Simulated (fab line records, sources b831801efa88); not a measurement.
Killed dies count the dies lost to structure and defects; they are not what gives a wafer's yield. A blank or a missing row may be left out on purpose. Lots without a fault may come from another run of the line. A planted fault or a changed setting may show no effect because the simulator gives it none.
Matching of chambers + flow sky130 + SKY_VIA4_CMP_02 on cmp-02 has 4 sister chambers
The step polishes SiO2. 16 wafers are shown with their chamber, then 8 later ones without.

== WAFERS WITH THEIR CHAMBER ==
| wafer  | chamber | motor_current_A (A) | retaining_ring_pressure_frac |
|--------|---------|---------------------|------------------------------|
| L737.1 | 2       | 10.5                | 1.000                        |
| L737.2 | 0       | 12.5                | 1.002                        |
| L737.5 | 1       | 11.4                | 1.006                        |
| L743.3 | 0       | 12.0                | 1.001                        |
| L743.4 | 3       | 11.4                | 0.990                        |
| L743.6 | 1       | 11.4                | 1.001                        |
| L746.2 | 3       | 11.6                | 1.006                        |
| L746.5 | 3       | 11.8                | 0.999                        |
| L746.6 | 2       | 10.4                | 0.999                        |
| L745.1 | 2       | 10.2                | 1.002                        |
| L745.2 | 1       | 11.8                | 0.997                        |
| L745.3 | 3       | 11.5                | 0.995                        |
| L749.2 | 2       | 10.5                | 1.003                        |
| L749.4 | 0       | 12.6                | 0.996                        |
| L749.6 | 3       | 11.2                | 0.995                        |
| L751.2 | 0       | 12.8                | 1.004                        |

SIGNATURES (averages over the wafers above)
| reading                      | chamber 0 | chamber 1 | chamber 2 | chamber 3 | scatter within a chamber |
|------------------------------|-----------|-----------|-----------|-----------|--------------------------|
| motor_current_A              | 12.475    | 11.533    | 10.400    | 11.500    | 0.244                    |
| retaining_ring_pressure_frac | 1.00075   | 1.00133   | 1.00100   | 0.99700   | 0.00435                  |
Rule: distance of a wafer from a chamber = root of the sum over the readings of ((wafer's reading minus chamber's mean) / reading's scatter) squared. If the next closest chamber is less than 2 further off than the closest, the wafer can't be placed; otherwise it belongs to the closest. The scatter is the square root of a quotient: the sum, over the shown wafers, of each reading's squared deviation from its chamber's mean, divided by wafers minus chambers.

== WAFERS WHOSE CHAMBER IS MISSING ==
| wafer  | motor_current_A (A) | retaining_ring_pressure_frac |
|--------|---------------------|------------------------------|
| L751.4 | 10.5                | 1.007                        |
| L751.5 | 11.2                | 1.004                        |
| L753.2 | 11.4                | 0.997                        |
| L753.4 | 12.0                | 0.999                        |
| L753.5 | 11.0                | 1.009                        |
| L756.1 | 10.0                | 0.999                        |
| L756.3 | 11.6                | 1.000                        |
| L756.4 | 12.0                | 1.000                        |

== THE CHAMBER EACH PASSED THROUGH ==
| wafer  | from the rows above          | in truth |
|--------|------------------------------|----------|
| L751.4 | 2                            | 2        |
| L751.5 | can't be placed: 1 or 3 or 2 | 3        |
| L753.2 | can't be placed: 3 or 1      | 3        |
| L753.4 | can't be placed: 1 or 0 or 3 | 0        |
| L753.5 | can't be placed: 1 or 2 or 3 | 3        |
| L756.1 | 2                            | 2        |
| L756.3 | can't be placed: 1 or 3      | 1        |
| L756.4 | can't be placed: 1 or 0 or 3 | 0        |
Placed correctly: 2 of 8. Unplaceable from these rows: 6, with the true chamber sitting among the candidates in 6. Wrongly placed: 0.
